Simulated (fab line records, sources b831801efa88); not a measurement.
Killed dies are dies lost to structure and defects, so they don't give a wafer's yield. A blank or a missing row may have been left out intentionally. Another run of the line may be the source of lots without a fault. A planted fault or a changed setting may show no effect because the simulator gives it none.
The tool behind it: which one? ; flow gf180mcu ; 11 lots, 33 wafers sampled, at 6 steps of a route of 602

== WHAT THE GAUGES READ, wafer by wafer ==
GF_HV_LDD_TW_MEAS_11.
lot;measured;on;HV_LDD_TW
L919;day 9 21:22;film metro-02;2399 2396 2389
L921;day 10 16:19;film metro-01;2402 2390 2392
L922;day 10 19:45;film metro-01;2393 2392 2388
L925;day 11 23:24;film metro-03;2367 2373 2376
L926;day 11 23:42;film metro-03;2375 2390 2375
L929;day 13 00:04;film metro-01;2397 2398 2382
L933;day 14 06:07;film metro-03;2383 2372 2363
L934;day 14 19:04;film metro-03;2382 2361 2369
L936;day 15 08:30;film metro-02;2374 2371 2377
L937;day 15 12:33;film metro-02;2382 2359 2375
L940;day 16 13:04;film metro-01;2403 2388 2389

GF_HV_LDD_TW_MEAS_38.
lot;measured;on;HV_LDD_3_TW
L919;day 11 09:22;film metro-01;1429 1429 1431
L921;day 12 07:04;film metro-02;1428 1424 1428
L922;day 12 10:18;film metro-02;1424 1429 1431
L925;day 13 15:52;film metro-01;30 30 30
L926;day 13 17:31;film metro-02;30 30 30
L929;day 14 17:39;film metro-03;1414 1405 1407
L933;day 16 01:35;film metro-02;1409 1407 1410
L934;day 16 16:04;film metro-03;1406 1406 1409
L936;day 17 05:39;film metro-03;1419 1418 1418
L937;day 17 09:09;film metro-03;1418 1415 1419
L940;day 18 11:37;film metro-01;1436 1419 1433

GF_M1_RS_MEAS_05: uses a four-point probe to measure.
lot;measured;on;M1_ALCU_RS (ohm/sq)
L919;day 15 22:28;film metro-04;0.0704 0.0706 0.0696
L921;day 16 23:33;film metro-04;0.0697 0.0694 0.0697
L922;day 17 00:49;film metro-04;0.0696 0.0696 0.0700
L929;day 19 21:29;film metro-04;0.0697 0.0699 0.0698
L933;day 21 06:15;film metro-04;0.0683 0.0687 0.0679
L934;day 21 22:53;film metro-02;0.0706 0.0691 0.0707
L936;day 22 12:09;film metro-01;0.0689 0.0687 0.0692
L937;day 22 14:40;film metro-01;0.0693 0.0709 0.0711
L940;day 23 16:46;film metro-01;0.0690 0.0705 0.0689

GF_M1_CD_MEAS_14: the cd target is 230 nm.
lot;measured;on;cd nm (nm)
L919;day 16 20:29;cd sem-01;228.7 229.5 228.9
L921;day 17 22:16;cd sem-02;229.7 231.6 230.5
L922;day 18 00:16;cd sem-02;230.3 229.8 229.8
L929;day 20 21:57;cd sem-02;229.5 228.8 230.3
L933;day 22 06:17;cd sem-02;230.3 229.5 229.8
L934;day 22 21:44;cd sem-02;233.5 231.2 230.0
L936;day 23 10:47;cd sem-01;229.9 229.3 229.0
L937;day 23 13:24;cd sem-02;230.4 230.4 229.9
L940;day 24 15:23;cd sem-01;229.2 229.0 228.3

== WHICH TOOL RAN EACH LOT (tool, then ch and the chambers of the sampled wafers, then the start) ==
lot;GF_HV_LDD_STRIP_22;GF_HV_LDD_STRIP_37
L919;plasma asher-01 ch 0,1, day 10 15:14;plasma asher-02 ch 0,1, day 11 09:17
L921;plasma asher-01 ch 0,1, day 11 11:13;plasma asher-02 ch 0,1, day 12 06:57
L922;plasma asher-01 ch 0,1, day 11 14:13;plasma asher-03 ch 0,1, day 12 10:12
L925;plasma asher-01 ch 0,1, day 12 18:57;plasma asher-03 ch 0,1, day 13 15:46
L926;plasma asher-01 ch 0,1, day 12 19:33;plasma asher-03 ch 0,1, day 13 17:25
L929;plasma asher-02 ch 0,1, day 13 19:54;plasma asher-01 ch 0,1, day 14 17:33
L933;plasma asher-01 ch 0,1, day 15 03:02;plasma asher-02 ch 0,1, day 16 01:29
L934;plasma asher-03 ch 0,1, day 15 16:51;plasma asher-01 ch 0,1, day 16 15:58
L936;plasma asher-01 ch 0,1, day 16 05:45;plasma asher-03 ch 0,1, day 17 05:33
L937;plasma asher-01 ch 0,1, day 16 10:30;plasma asher-03 ch 0,1, day 17 09:03
L940;plasma asher-01 ch 0,1, day 17 11:48;plasma asher-01 ch 0,1, day 18 11:30
- GF_HV_LDD_STRIP_22: strips in O2/N2.
- GF_HV_LDD_STRIP_37: strips in O2/N2.

== AS READ BY THE TOOLS THEMSELVES (means over the sampled wafers that have a number; for cases with no such wafer, the mark the record gives instead) ==
GF_HV_LDD_STRIP_22.
lot;tool;chamber pressure mTorr (mTorr);drypump motor current A (A);heater power w (W);o2 flow sccm (sccm);oes product au (a.u.);strip time to endpoint s (s)
L919;plasma asher-01;1500;5.9;354;2990;0.716;12.72
L921;plasma asher-01;1516;6.2;332;3001;0.719;12.64
L922;plasma asher-01;1500;6.2;328;3004;0.718;12.66
L925;plasma asher-01;-;-;-;-;-;-
L926;plasma asher-01;-;-;-;-;-;-
L929;plasma asher-02;1500;5.9;350;2985;0.716;12.62
L933;plasma asher-01;1499;5.8;349;2995;0.719;12.61
L934;plasma asher-03;1499;6.0;289;2999;0.719;12.62
L936;plasma asher-01;1501;6.2;326;2991;0.714;12.61
L937;plasma asher-01;1500;5.9;350;2999;0.718;12.64
L940;plasma asher-01;1500;5.9;350;3002;0.715;12.62

GF_HV_LDD_STRIP_37.
lot;tool;chamber pressure mTorr (mTorr);drypump motor current A (A);heater power w (W);o2 flow sccm (sccm);oes product au (a.u.);strip time to endpoint s (s)
L919;plasma asher-02;1500.2;5.9;352;3004;0.713;12.69
L921;plasma asher-02;1500.0;5.9;353;2999;0.716;12.63
L922;plasma asher-03;1499.4;5.9;291;2997;0.716;12.60
L925;plasma asher-03;1499.9;6.0;285;3008;0.719;27.59
L926;plasma asher-03;1500.5;6.0;291;3010;0.721;27.62
L929;plasma asher-01;1500.2;6.2;328;3004;0.718;12.69
L933;plasma asher-02;1501.6;5.9;353;3006;0.716;12.64
L934;plasma asher-01;1499.9;5.9;345;2998;0.716;12.64
L936;plasma asher-03;1500.5;5.9;290;2999;0.719;12.67
L937;plasma asher-03;1498.9;5.9;292;2999;0.717;12.63
L940;plasma asher-01;1500.6;6.2;328;3006;0.717;12.58

== THE ANSWER, worked out from the rows above alone ==
Rule: usual is defined by the lots themselves. The widest of any qualifying gaps counts: lots, ordered by their means at a reading, are off when they make up no more than a third of the lots, leave a main group of 4 or more, and stand apart from it by 3 or more times the standard deviation of that group's means. If all means in a main group match to the digits the tables above print for the reading, that group is not used. A lot without any number at a reading at which 4 lots or more have one is off too. All remaining lots with rows at the step are treated as sound. After the gauges, taken in route order, come the tools' own readings; for these a lot's mean is taken, as printed above. The first step at which some lot is off is used, and at that step the reading that is off furthest; a lot without a number counts as furthest.
Off: at GF_HV_LDD_TW_MEAS_38 (HV_LDD_3_TW), L925, L926. The main group: mean 1419, standard deviation 8.9.
If a tool, at a process step before that reading, ran all the lots that are off and no sound lot after the first of them, it fits. Not tried: the gauges at GF_HV_LDD_TW_MEAS_38; whatever is off there is also off at GF_HV_LDD_STRIP_22, on other tools, and gauge error can't account for it. Not one of the candidates tried fits.

== WHAT THE SIMULATOR HAD INSERTED ==
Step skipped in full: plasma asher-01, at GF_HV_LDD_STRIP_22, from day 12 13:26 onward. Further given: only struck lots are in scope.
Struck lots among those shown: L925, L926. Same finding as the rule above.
